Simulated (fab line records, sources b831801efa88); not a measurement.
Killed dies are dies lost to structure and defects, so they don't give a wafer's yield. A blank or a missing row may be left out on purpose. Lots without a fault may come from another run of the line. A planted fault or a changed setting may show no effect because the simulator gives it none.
fab line records | flow sky130
record lots=12 wafers=36 last_day=50
route steps=708 shown POLY_GATE@231 LDD_LDN@302 POLY_CUT@318 LOCAL_INTERCONNECT@402 PAD_OPEN@708
lots that met no fault: from a run of the same line without faults
start_h: hours from the record's first day to the start of the lot's first wafer shown | wait_h: hours since the lot's step before | " the same as in the row above | L1.1+2: a row that stands for several wafers | - no value, or no start given | * or withheld: withheld | < > ~ a bound
route shown NAME@n: a module of which the file shows steps, and the number in the route of the first | usual: mean/standard deviation of fault-free wafers | same: alike in all rows | chamber/n: place in a boat | sites: the reading at each site | _std_site: their standard deviation | _edge_site: outer sites' mean less inner sites' | radius_mm: how far each site lies from the wafer's centre | mask NAME#n: copy n | behind: the tool/chamber that last shaped the wafer | hold: why the lot was held/for how many hours/how that ended | device: the transistor (n, p or np) that didn't switch | end of line: the same wafers' tests at the end of the route | a step without rows: its recipe alone | killed: dies lost to structure and defects at the first sort, not the wafer's yield | map: a wafer's dies, x killed, . not, _ none there
set.NAME: the setting as run; set.NAME@STEP: as run at that earlier step | model.NAME: the simulator's own value behind a step, which no gauge read
steps of the route over a sample of lots; a table a step, a row a wafer
services: from which hour (start_h, from the record's first day; less than 0 if before it) a tool's chamber was out of use, for how many hours, and why
## steps
# step SKY_POLY_GATE_ETCH_17
# recipe target_depth_nm=180 stop_on=SiO2 over_etch_frac=0.56667 chemistry=HBr/Cl2 target=poly-Si icp_w=400 bias_w=100 pressure_mtorr=10 HBr_flow_sccm=150 Cl2_flow_sccm=50 time_s=70.5
# usual bias_w=99.96/0.29 drypump_motor_current_A=5.5/0.62 oes_product_au=0.988/0.0062 throttle_valve_pct=33.684/0.0096
# columns lot.wafer tool chamber start_h wait_h bias_w drypump_motor_current_A oes_product_au rf_hours_counter_h throttle_valve_pct
L137.1 rie_si-01 1 360.62 0.0 100.04 6.5 0.987 4 33.669
L137.2 " 0 " " 99.96 6.5 0.992 57 33.696
L137.3 " 3 " " 99.76 5.3 0.990 2 33.684
L138.1 rie_si-02 1 376.74 0.0 100.05 5.2 0.992 2 33.678
L138.2 " 2 " " 99.87 5.0 0.995 33 33.695
L138.6 " 0 " " 100.39 5.4 0.997 - 33.695
L142.2 rie_si-01 2 404.21 0.0 100.17 5.1 0.986 76 33.697
L142.3 " 0 " " 99.67 6.5 0.986 58 33.685
L142.4 " 1 " " 100.35 6.5 0.993 5 33.672
L144.1 rie_si-01 1 434.56 0.0 99.76 6.5 0.986 5 33.689
L144.4 " 1 " " 99.75 6.5 0.985 - 33.676
L144.5 " 3 " " 99.71 5.3 0.987 - 33.680
L145.1 rie_si-01 3 437.48 0.0 99.58 5.3 1.000 3 33.690
L145.5 " 1 " " 100.04 6.5 0.995 - 33.676
L145.6 " 3 " " 99.84 5.4 0.989 - 33.701
L146.1 rie_si-02 3 447.01 0.0 99.96 4.9 0.989 5 33.684
L146.4 " 2 " " 100.05 5.0 0.982 33 33.680
L146.5 " 0 " " 99.47 5.4 0.993 - 33.686
L147.1 rie_si-01 2 461.79 0.0 99.77 5.1 0.989 0 33.692
L147.4 " 1 " " 100.21 6.5 0.996 5 33.688
L147.6 " 1 " " 99.80 6.5 0.989 - 33.692
L156.1 rie_si-01 1 543.44 0.0 99.25 6.5 0.981 6 33.688
L156.2 " 0 " " 99.99 6.5 0.972 0 33.677
L156.4 " 2 " " 99.81 5.1 0.986 0 33.694
L158.2 rie_si-02 2 551.81 0.0 100.16 5.0 0.976 34 33.690
L158.5 " 1 " " 99.86 5.2 0.980 - 33.663
L158.6 " 2 " " 100.26 5.0 0.989 - 33.699
L157.3 rie_si-01 2 556.79 0.0 99.82 5.1 0.984 0 33.674
L157.5 " 3 " " 99.75 5.3 0.990 - 33.705
L157.6 " 2 " " 99.92 5.1 0.986 - 33.686
L159.1 rie_si-02 1 564.01 0.0 99.94 5.2 0.983 4 33.675
L159.2 " 2 " " 99.42 5.0 0.988 34 33.681
L159.5 " 2 " " 99.67 5.0 0.977 - 33.693
L160.2 rie_si-01 2 566.87 0.0 100.41 5.1 0.984 1 33.678
L160.3 " 3 " " 100.24 5.3 0.995 4 33.702
L160.5 " 1 " " 99.72 6.5 0.992 - 33.675
# step SKY_LDD_LDN_TW_MEAS_13
# usual LDD_LDN_TW=1477/22
# columns lot.wafer tool chamber start_h wait_h LDD_LDN_TW
L137.1 film_metro-04 - 518.16 0.1 1477
L137.2 " - " " 1479
L137.3 " - " " 1472
L138.1 film_metro-01 - 533.41 0.1 1508
L138.2 " - " " 1492
L138.6 " - " " 1514
L142.2 film_metro-03 - 560.60 0.1 1438
L142.3 " - " " 1437
L142.4 " - " " 1447
L144.1 film_metro-01 - 587.16 0.1 1484
L144.4 " - " " 1479
L144.5 " - " " 1476
L145.1 film_metro-03 - 593.04 0.1 1458
L145.5 " - " " 1456
L145.6 " - " " 1456
L146.1 film_metro-03 - 600.79 0.1 1455
L146.4 " - " " 1460
L146.5 " - " " 1452
L147.1 film_metro-03 - 613.44 0.1 1454
L147.4 " - " " 1450
L147.6 " - " " 1462
L156.1 film_metro-04 - 692.76 0.1 1474
L156.2 " - " " 1470
L156.4 " - " " 1469
L158.2 film_metro-04 - 698.15 0.1 1474
L158.5 " - " " 1470
L158.6 " - " " 1475
L157.3 film_metro-01 - 702.08 0.1 1499
L157.5 " - " " 1501
L157.6 " - " " 1498
L159.1 film_metro-03 - 707.61 0.1 1456
L159.2 " - " " 1458
L159.5 " - " " 1454
L160.2 film_metro-03 - 714.20 0.1 1457
L160.3 " - " " 1457
L160.5 " - " " 1453
# step SKY_POLY_CUT_ETCH_11
# recipe target=Si3N4 chemistry=CF4/CH2F2/Ar stop_on=poly-Si source_w=600 bias_w=150 pressure_mtorr=40 cf4_flow_sccm=40 ch2f2_flow_sccm=20 Ar_flow_sccm=150 time_s=42.5 target_depth_a=600
# usual bias_w=150.0/0.45 cf4_flow_sccm=39.99/0.12 drypump_motor_current_A=5.9/0.43 oes_product_au=0.829/0.0058 throttle_valve_pct=14.995/0.0089
# columns lot.wafer tool chamber start_h wait_h bias_w cf4_flow_sccm drypump_motor_current_A oes_product_au rf_hours_counter_h throttle_valve_pct
L137.1 rie_diel-01 3 549.32 0.0 149.4 40.15 6.1 0.819 2 14.996
L137.2 " 2 " " 150.4 39.98 5.8 0.825 1 14.990
L137.3 " 0 " " 150.9 40.17 6.0 0.824 3 14.998
L138.1 rie_diel-04 2 564.79 0.0 149.7 39.72 5.7 0.828 7 14.988
L138.2 " 3 " " 149.8 40.20 6.6 0.824 0 14.994
L138.6 " 2 " " 150.2 40.05 5.7 0.824 - 14.998
L142.2 rie_diel-04 3 604.86 0.0 149.5 39.99 6.6 0.817 1 15.005
L142.3 " 0 " " 149.3 39.87 6.5 0.820 34 14.997
L142.4 " 2 " " 150.8 39.96 5.7 0.822 8 14.994
L144.1 rie_diel-04 3 618.57 0.0 149.2 39.78 6.6 0.829 1 14.995
L144.4 " 1 " " 150.4 40.02 6.2 0.833 2 14.996
L144.5 " 1 " " 150.6 39.99 6.2 0.832 - 15.006
L145.1 rie_diel-04 3 623.14 0.0 150.1 40.06 6.6 0.828 1 14.997
L145.5 " 2 " " 149.8 39.96 5.7 0.818 - 14.988
L145.6 " 3 " " 150.4 40.02 6.6 0.819 - 14.988
L146.1 rie_diel-04 1 631.62 0.0 150.5 40.07 6.2 0.828 2 14.999
L146.4 " 2 " " 149.9 39.86 5.7 0.828 8 14.989
L146.5 " 0 " " 149.9 39.97 6.5 0.818 - 15.007
L147.1 rie_diel-04 3 644.84 0.0 150.4 39.98 6.6 0.836 2 15.004
L147.4 " 1 " " 149.9 40.12 6.2 0.834 2 15.003
L147.6 " 3 " " 150.1 39.88 6.6 0.828 - 14.992
L156.1 rie_diel-01 0 722.72 0.0 149.7 39.93 5.9 0.840 8 14.990
L156.2 " 2 " " 150.2 40.12 5.7 0.831 5 14.991
L156.4 " 3 " " 149.9 40.01 6.1 0.830 6 15.001
L158.2 rie_diel-01 1 728.01 0.0 150.2 39.87 5.0 0.836 21 15.004
L158.5 " 0 " " 150.4 40.17 6.0 0.825 - 14.985
L158.6 " 3 " " 150.2 40.02 6.1 0.831 - 15.006
L157.3 rie_diel-01 0 731.32 0.0 150.3 39.84 5.9 0.825 8 14.989
L157.5 " 1 " " 150.2 39.82 5.0 0.831 - 14.995
L157.6 " 3 " " 150.2 40.03 6.1 0.827 - 14.994
L159.1 rie_diel-01 0 737.12 0.0 149.7 40.03 6.0 0.832 8 14.998
L159.2 " 2 " " 149.8 40.04 5.8 0.828 5 14.988
L159.5 " 0 " " 149.1 39.98 6.0 0.838 - 14.980
L160.2 rie_diel-03 0 743.27 0.0 150.0 39.96 5.8 0.828 23 15.008
L160.3 " 3 " " 150.2 40.12 6.0 0.816 13 15.000
L160.5 " 2 " " 149.5 40.01 5.4 0.826 - 14.988
# step SKY_LOCAL_INTERCONNECT_STRIP_15
# recipe chemistry=O2/N2 power_w=1400 pressure_mtorr=1500 platen_temp_c=withheld o2_flow_sccm=3000 n2_flow_sccm=300 overash_fraction=0.5
# usual chamber_pressure_mTorr=1500.0/1.2 drypump_motor_current_A=5.7/0.55 oes_product_au=0.427/0.0046 strip_time_to_endpoint_s=4.733/0.026
# columns lot.wafer tool chamber start_h wait_h chamber_pressure_mTorr drypump_motor_current_A oes_product_au rf_hours_counter_h strip_time_to_endpoint_s
L137.1 plasma_asher-04 0 695.18 0.0 1499.4 6.2 0.428 90 4.740
L137.2 " 1 " " 1501.4 5.2 0.427 90 4.739
L137.3 " 0 " " 1499.3 6.1 0.425 - 4.717
L138.1 plasma_asher-04 1 709.11 0.0 1500.8 5.2 0.425 92 4.737
L138.2 " 0 " " 1499.1 6.1 0.428 92 4.713
L138.6 " 0 " " 1499.8 6.2 0.419 - 4.744
L142.2 plasma_asher-04 0 751.35 0.0 1501.4 6.1 0.426 94 4.739
L142.3 " 0 " " 1500.4 6.1 0.425 - 4.711
L142.4 " 1 " " 1501.0 5.2 0.422 - 4.727
L144.1 plasma_asher-03 1 762.34 0.1 1497.8 6.6 0.424 62 4.717
L144.4 " 0 " " 1498.6 5.2 0.426 - 4.753
L144.5 " 0 " " 1501.3 5.2 0.420 - 4.689
L145.1 plasma_asher-03 0 763.57 0.0 1500.4 5.2 0.421 62 4.734
L145.5 " 0 " " 1497.7 5.2 0.427 - 4.731
L145.6 " 1 " " 1499.4 6.5 0.429 - 4.740
L146.1 plasma_asher-04 1 772.52 0.1 1500.2 5.2 0.425 96 4.708
L146.4 " 0 " " 1499.1 6.1 0.421 - 4.732
L146.5 " 0 " " 1502.0 6.1 0.427 - 4.752
L147.1 plasma_asher-03 1 785.48 0.0 1499.5 6.5 0.430 65 4.724
L147.4 " 0 " " 1498.2 5.2 0.421 - 4.702
L147.6 " 0 " " 1500.6 5.2 0.428 - 4.706
L156.1 plasma_asher-04 1 858.26 0.0 1200.1 5.2 0.423 106 5.090
L156.2 " 0 " " 1499.2 6.1 0.429 106 4.784
L156.4 " 1 " " 1201.4 5.2 0.430 - 5.126
L158.2 plasma_asher-03 1 864.41 0.0 1500.5 6.5 0.429 73 4.768
L158.5 " 1 " " 1498.4 6.5 0.419 - 4.757
L158.6 " 0 " " 1501.0 5.2 0.424 - 4.695
L157.3 plasma_asher-04 1 867.16 0.1 1200.8 5.2 0.425 - 5.097
L157.5 " 1 " " 1199.4 5.2 0.425 - 5.049
L157.6 " 0 " " 1501.6 6.1 0.427 - 4.777
L159.1 plasma_asher-03 1 871.58 0.0 1500.9 6.5 0.425 73 4.727
L159.2 " 0 " " 1501.2 5.2 0.424 73 4.764
L159.5 " 1 " " 1500.2 6.5 0.421 - 4.769
L160.2 plasma_asher-02 1 876.93 0.0 1497.8 5.1 0.422 44 4.768
L160.3 " 0 " " 1500.6 6.0 0.426 - 4.756
L160.5 " 0 " " 1498.7 6.0 0.427 - 4.753
# step SKY_PAD_OPEN_PROBE_99
# usual killed_at_M0_to_M3=43/7.2 killed_at_M4_up=3.3/1.8 killed_at_contacts=23/5.5 killed_at_front_end=16/5.1 killed_at_other=0.4/0.65 killed_dies=85/10 killed_open=46/7.1 killed_short=38/7.2
# same gross_dies=492 killed_at_back_side=0
# columns lot.wafer tool chamber start_h wait_h killed_at_M0_to_M3 killed_at_M4_up killed_at_contacts killed_at_front_end killed_at_other killed_dies killed_open killed_short
L144.1 prober-02 - 1117.88 0.1 32 3 19 13 0 67 41 26
L144.4 prober-02 - 1118.03 0.2 41 1 11 19 0 72 44 28
L144.5 prober-02 - 1118.08 0.2 59 0 18 8 0 85 46 39
L147.1 prober-01 - 1135.59 0.1 38 3 21 4 0 66 40 26
L147.4 prober-01 - 1135.74 0.2 36 2 30 8 0 76 44 31
L147.6 prober-01 - 1135.84 0.2 42 4 22 12 1 81 45 36
# killed by level:class
L144.1 VIA1:geometric_particle:open=10 CONTACT:geometric_particle:open=8 VIA3:geometric_particle:open=6 VIA1:geometric_particle:short=5 LI_CONTACT:geometric_particle:open=4 VIA2:geometric_particle:open=4 FIELD_ISO:geometric_particle:open=3 CONTACT:geometric_particle:short=3
L144.4 VIA1:geometric_particle:open=9 METAL1:geometric_particle:short=7 VIA3:geometric_particle:open=7 FIELD_ISO:geometric_particle:short=6 FIELD_ISO:geometric_particle:open=5 VIA2:geometric_particle:open=5 POLY_GATE:geometric_particle:open=4 METAL3:geometric_particle:open=3
L144.5 VIA1:geometric_particle:open=12 VIA2:geometric_particle:open=11 METAL2:geometric_particle:short=8 VIA1:geometric_particle:short=8 VIA3:geometric_particle:open=8 CONTACT:geometric_particle:open=7 FIELD_ISO:geometric_particle:open=3 LI_CONTACT:geometric_particle:short=3
L147.1 VIA1:geometric_particle:open=13 LI_CONTACT:geometric_particle:open=9 METAL1:geometric_particle:short=7 CONTACT:geometric_particle:open=6 METAL2:geometric_particle:short=4 VIA3:geometric_particle:open=4 CONTACT:geometric_particle:short=3 VIA1:geometric_particle:short=3
L147.4 CONTACT:geometric_particle:open=14 VIA1:geometric_particle:open=11 LI_CONTACT:geometric_particle:open=7 METAL2:geometric_particle:short=5 LI_CONTACT:geometric_particle:short=4 VIA1:geometric_particle:short=4 VIA2:geometric_particle:short=4 VIA3:geometric_particle:open=4
L147.6 CONTACT:geometric_particle:open=11 VIA1:geometric_particle:open=10 VIA3:geometric_particle:open=8 VIA1:geometric_particle:short=6 METAL1:geometric_particle:short=5 METAL3:geometric_particle:short=5 FIELD_ISO:geometric_particle:open=4 POLY_GATE:geometric_particle:open=4
## services
# columns tool chamber start_h hours kind
rie_si-01 - 375.32 9.7 repair
rie_diel-04 0 390.20 11.5 repair
rie_si-01 3 406.66 17.6 repair
rie_si-01 1 469.88 18.3 repair
rie_diel-04 1 498.22 4.5 repair
rie_diel-04 3 505.09 5.8 repair
plasma_asher-04 - 512.30 10.2 repair
rie_diel-04 3 518.69 10.6 repair
rie_si-01 - 523.00 0.3 repair
rie_diel-04 0 523.06 4.7 repair
rie_si-01 - 532.68 0.8 repair
rie_diel-04 - 540.93 2.8 pm
rie_diel-04 1 548.88 11.4 repair
rie_diel-04 0 568.30 4.6 repair
rie_si-01 0 570.98 1.4 repair
plasma_asher-04 - 583.52 2.7 repair
plasma_asher-04 - 584.69 3.2 repair
rie_diel-04 - 701.96 28.1 pm
rie_si-01 - 703.33 1.1 repair
plasma_asher-04 - 714.39 14.6 pm
plasma_asher-04 - 793.98 1.0 repair
rie_diel-04 3 823.25 2.8 repair
rie_diel-04 2 825.06 14.3 repair
rie_si-01 1 825.48 2.4 repair
## key
first_sign step=SKY_LOCAL_INTERCONNECT_STRIP_15 reading=chamber_pressure_mTorr direction=down sigmas=99+ usual=1500.0 struck=1200.4
effect step=SKY_LOCAL_INTERCONNECT_STRIP_15 reading=strip_time_to_endpoint_s direction=up sigmas=14 usual=* struck=*
met_at SKY_LOCAL_INTERCONNECT_STRIP_15
struck_lots L156,L157
struck_wafers L156.1,L156.4,L157.3,L157.5
tester_left_out L156,L157
not_acting_at SKY_POLY_GATE_ETCH_17,SKY_LDD_LDN_TW_MEAS_13,SKY_POLY_CUT_ETCH_11
onset_between 772.52 858.26
fault kind=process_parameter_drift tool=plasma_asher-04 chamber=1 onset_h=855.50 steps=SKY_LOCAL_INTERCONNECT_STRIP_15 channel=pressure_mtorr offset=-300 shape=step end_h=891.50 acts_in=these_recipes_only stated=1500
# tester_left_out: of these lots the tester's yield and bins aren't shown, on N5 and GAA mostly nor the transistor test; their killed dies are dies lost to structure and defects alone, not to doping, threshold or leakage, so they don't give the yield
